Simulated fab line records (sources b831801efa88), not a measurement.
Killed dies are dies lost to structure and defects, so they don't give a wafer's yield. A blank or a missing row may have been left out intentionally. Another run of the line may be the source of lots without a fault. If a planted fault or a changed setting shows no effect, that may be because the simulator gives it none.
What tool caused it? || flow gf180mcu || 36 wafers sampled from 12 lots at 1 step of a route of 602

## WHAT EACH GAUGE READ, for each wafer
GF_M1_THK_MEAS_06: measures by xrf. Usual: M1_ALCU_THK typically reads 442 nm, with standard deviation 6.3.
{"lot": "L769", "measured": "day 17 05:22", "on": "film_metro-01", "M1_ALCU_THK (nm)": "452 452 445", "flag": ""}
{"lot": "L774", "measured": "day 19 21:13", "on": "film_metro-01", "M1_ALCU_THK (nm)": "440 442 445", "flag": ""}
{"lot": "L775", "measured": "day 19 21:49", "on": "film_metro-01", "M1_ALCU_THK (nm)": "435 435 439", "flag": ""}
{"lot": "L778", "measured": "day 20 14:57", "on": "film_metro-01", "M1_ALCU_THK (nm)": "447 447 448", "flag": ""}
{"lot": "L782", "measured": "day 22 07:32", "on": "film_metro-03", "M1_ALCU_THK (nm)": "439 439 437", "flag": ""}
{"lot": "L783", "measured": "day 22 10:25", "on": "film_metro-03", "M1_ALCU_THK (nm)": "438 439 438", "flag": ""}
{"lot": "L784", "measured": "day 22 16:38", "on": "film_metro-04", "M1_ALCU_THK (nm)": "444 445 445", "flag": ""}
{"lot": "L785", "measured": "day 22 22:33", "on": "film_metro-01", "M1_ALCU_THK (nm)": "451 456 451", "flag": ""}
{"lot": "L786", "measured": "day 23 16:07", "on": "film_metro-04", "M1_ALCU_THK (nm)": "435 439 443", "flag": ""}
{"lot": "L788", "measured": "day 23 19:07", "on": "film_metro-04", "M1_ALCU_THK (nm)": "439 442 437", "flag": ""}
{"lot": "L789", "measured": "day 24 09:49", "on": "film_metro-01", "M1_ALCU_THK (nm)": "447 444 451", "flag": ""}
{"lot": "L790", "measured": "day 24 16:11", "on": "film_metro-04", "M1_ALCU_THK (nm)": "445 439 436", "flag": ""}

## WHAT TOOL EACH LOT RAN ON (gives the tool, then ch and the chambers of the sampled wafers, and finally the start)
No process step before these readings appears in the record.

## WHAT THE TOOLS THEMSELVES READ (means of the sampled wafers that have a number; where no wafer has one, the mark that the record gives instead)
The record holds no such reading with a usual standard deviation.

## THE ANSWER, worked out from the rows above alone
Rule: a lot counts as off when the mean over its wafers that have a number is more than 3 standard deviations away from the usual mean. A lot without any number at a reading at which 4 lots or more have one is off too. The other lots that the step has rows for count as sound. First the gauges in route order, then the tools' own readings, where a lot's mean is used as printed above. At the first step where some lot is off, the reading lying furthest off is the one used; lots without a number count as furthest.
Nothing can be told from this: no lot is off at any reading shown.

## WHAT THE SIMULATOR HAD PUT IN
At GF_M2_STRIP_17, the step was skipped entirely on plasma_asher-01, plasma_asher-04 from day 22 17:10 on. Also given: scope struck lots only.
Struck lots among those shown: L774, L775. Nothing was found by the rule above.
